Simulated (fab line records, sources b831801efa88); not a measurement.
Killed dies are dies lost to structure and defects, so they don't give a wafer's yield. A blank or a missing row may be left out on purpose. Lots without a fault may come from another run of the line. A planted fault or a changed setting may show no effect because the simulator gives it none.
Which tool did it? | flow sky130 | 15 lots, 45 wafers sampled, at 4 steps of a route of 708

WHAT THE GAUGES READ, wafer by wafer
SKY_LDD_P_TW_MEAS_11. Usual: LDD_P_TW 639, standard deviation 4.2.
lot  | measured     | on            | LDD_P_TW    | flag
L431 | day 19 03:42 | film_metro-04 | 636 637 638 |
L430 | day 18 23:31 | film_metro-03 | 648 650 647 |
L432 | day 19 13:19 | film_metro-02 | 640 643 640 |
L433 | day 20 03:09 | film_metro-03 | 642 643 643 |
L439 | day 22 16:22 | film_metro-04 | 621 625 621 | OFF
L440 | day 22 19:10 | film_metro-03 | 625 624 625 | OFF
L442 | day 23 13:10 | film_metro-04 | 624 624 624 | OFF
L444 | day 24 05:28 | film_metro-03 | 638 641 636 |
L445 | day 25 03:09 | film_metro-03 | 636 636 633 |
L446 | day 25 07:16 | film_metro-04 | 638 635 632 |
L449 | day 26 05:10 | film_metro-03 | 642 636 644 |
L450 | day 26 14:16 | film_metro-03 | 641 642 640 |
L451 | day 26 12:47 | film_metro-03 | 645 639 637 |
L452 | day 26 18:31 | film_metro-04 | 636 633 633 |
L453 | day 27 20:19 | film_metro-03 | 644 639 642 |

SKY_LDD_HVN_OVL_MEAS_07. Usual: LDD_HVN_OVL 1.6 nm, standard deviation 1.1.
lot  | measured     | on         | LDD_HVN_OVL (nm) | flag
L431 | day 20 09:42 | overlay-02 | 0.3 1.2 1.7      |
L430 | day 20 05:52 | overlay-02 | 1.2 0.8 0.5      |
L432 | day 20 18:02 | overlay-01 | -0.2 1.0 1.0     |
L433 | day 21 09:54 | overlay-01 | -0.6 -0.4 1.0    |
L439 | day 23 22:34 | overlay-02 | 1.0 1.9 2.1      |
L440 | day 24 00:25 | overlay-01 | 1.2 1.1 1.7      |
L442 | day 24 18:27 | overlay-02 | 1.9 2.4 1.3      |
L444 | day 25 10:22 | overlay-01 | 0.2 -0.2 1.6     |
L445 | day 26 08:13 | overlay-01 | -0.7 -0.1 -0.4   |
L446 | day 26 12:40 | overlay-02 | 1.6 2.4 3.5      |
L449 | day 27 09:54 | overlay-01 | -0.6 2.0 1.5     |
L450 | day 27 19:04 | overlay-01 | 0.0 2.8 1.2      |
L451 | day 27 17:22 | overlay-01 | 1.3 0.1 2.6      |
L452 | day 27 23:33 | overlay-01 | 1.7 2.2 2.5      |
L453 | day 29 00:10 | overlay-01 | 1.5 1.8 1.0      |

WHICH TOOL RAN EACH LOT (tool, then ch and the chambers of the sampled wafers, then the start)
lot  | SKY_VT_ADJUST_HVTP_STRIP_10          | SKY_LDD_P_IMPLANT_09
L431 | plasma_asher-03 ch 0,1, day 6 07:15  | implanter-04 ch 0, day 19 03:27
L430 | plasma_asher-02 ch 0,1, day 6 07:33  | implanter-01 ch 0, day 18 23:16
L432 | plasma_asher-02 ch 0,1, day 6 10:44  | implanter-01 ch 0, day 19 13:04
L433 | plasma_asher-03 ch 0,1, day 6 19:00  | implanter-04 ch 0, day 20 02:54
L439 | plasma_asher-01 ch 0,1, day 8 12:20  | implanter-04 ch 0, day 22 16:09
L440 | plasma_asher-01 ch 0,1, day 8 16:18  | implanter-04 ch 0, day 22 18:55
L442 | plasma_asher-01 ch 0,1, day 9 08:15  | implanter-04 ch 0, day 23 12:55
L444 | plasma_asher-02 ch 0,1, day 9 17:45  | implanter-03 ch 0, day 24 05:15
L445 | plasma_asher-03 ch 0,1, day 10 06:31 | implanter-01 ch 0, day 25 02:54
L446 | plasma_asher-01 ch 0,1, day 10 15:13 | implanter-03 ch 0, day 25 07:03
L449 | plasma_asher-02 ch 0,1, day 11 07:33 | implanter-01 ch 0, day 26 04:55
L450 | plasma_asher-02 ch 0,1, day 11 11:19 | implanter-04 ch 0, day 26 14:01
L451 | plasma_asher-01 ch 0,1, day 11 12:51 | implanter-03 ch 0, day 26 12:32
L452 | plasma_asher-01 ch 0,1, day 11 20:55 | implanter-03 ch 0, day 26 18:16
L453 | plasma_asher-03 ch 0,1, day 12 16:51 | implanter-04 ch 0, day 27 20:04
- SKY_VT_ADJUST_HVTP_STRIP_10: strips in O2/N2.
- SKY_LDD_P_IMPLANT_09

WHAT THE TOOLS THEMSELVES READ (means of the sampled wafers that have a number; where no wafer has one, the mark that the record gives instead)
SKY_VT_ADJUST_HVTP_STRIP_10. Usual: drypump_motor_current_A 6.0 A, standard deviation 0.38; o2_flow_sccm 3000 sccm, standard deviation 8.4; oes_product_au 0.715 a.u., standard deviation 0.0042; strip_time_to_endpoint_s 14.18 s, standard deviation 0.041.
lot  | tool            | drypump_motor_current_A (A) | o2_flow_sccm (sccm) | oes_product_au (a.u.) | strip_time_to_endpoint_s (s) | flag
L431 | plasma_asher-03 | 5.7                         | 2995                | 0.718                 | 14.17                        |
L430 | plasma_asher-02 | 5.8                         | 3001                | 0.720                 | 14.20                        |
L432 | plasma_asher-02 | 5.9                         | 3003                | 0.713                 | 14.20                        |
L433 | plasma_asher-03 | 5.9                         | 2996                | 0.716                 | 14.25                        |
L439 | plasma_asher-01 | 6.4                         | 3006                | 0.715                 | 14.11                        |
L440 | plasma_asher-01 | 6.4                         | 3000                | 0.717                 | 14.22                        |
L442 | plasma_asher-01 | 6.4                         | 2998                | 0.715                 | 14.21                        |
L444 | plasma_asher-02 | 5.9                         | 3000                | 0.715                 | 14.22                        |
L445 | plasma_asher-03 | 6.0                         | 2996                | 0.716                 | 14.21                        |
L446 | plasma_asher-01 | 6.4                         | 2997                | 0.712                 | 14.18                        |
L449 | plasma_asher-02 | 5.8                         | 2999                | 0.715                 | 14.18                        |
L450 | plasma_asher-02 | 5.9                         | 2999                | 0.718                 | 14.18                        |
L451 | plasma_asher-01 | 6.2                         | 3000                | 0.713                 | 14.23                        |
L452 | plasma_asher-01 | 6.4                         | 3004                | 0.713                 | 14.20                        |
L453 | plasma_asher-03 | 5.9                         | 3011                | 0.717                 | 14.20                        |

SKY_LDD_P_IMPLANT_09. Usual: beam_on_s 10.00 s, standard deviation 0.21.
lot  | tool         | beam_on_s (s) | flag
L431 | implanter-04 | 9.90          |
L430 | implanter-01 | 10.04         |
L432 | implanter-01 | 9.95          |
L433 | implanter-04 | 10.10         |
L439 | implanter-04 | 9.87          |
L440 | implanter-04 | 9.94          |
L442 | implanter-04 | 9.91          |
L444 | implanter-03 | 9.92          |
L445 | implanter-01 | 10.10         |
L446 | implanter-03 | 10.14         |
L449 | implanter-01 | 10.02         |
L450 | implanter-04 | 9.98          |
L451 | implanter-03 | 10.05         |
L452 | implanter-03 | 9.96          |
L453 | implanter-04 | 9.84          |

THE ANSWER, worked out from the rows above alone
Rule: a lot is off if the mean of its wafers that have a number lies more than 3 standard deviations from the usual mean. A lot without any number at a reading at which 4 lots or more have one is off too. The other lots that the step has rows for count as sound. The gauges are gone through in route order, then the tools' own readings, and for those a lot's mean is taken as printed above. The first step at which some lot is off is used, and at that step the reading that is off furthest; a lot without a number counts as furthest.
Off: L439, L440, L442, at SKY_LDD_P_TW_MEAS_11 (LDD_P_TW).
A tool fits if, at a process step before that reading, it ran every lot that is off, and no sound lot after the first of them. The gauges at SKY_LDD_P_TW_MEAS_11 are tried like those tools. None of those tried fits.

WHAT THE SIMULATOR HAD PUT IN
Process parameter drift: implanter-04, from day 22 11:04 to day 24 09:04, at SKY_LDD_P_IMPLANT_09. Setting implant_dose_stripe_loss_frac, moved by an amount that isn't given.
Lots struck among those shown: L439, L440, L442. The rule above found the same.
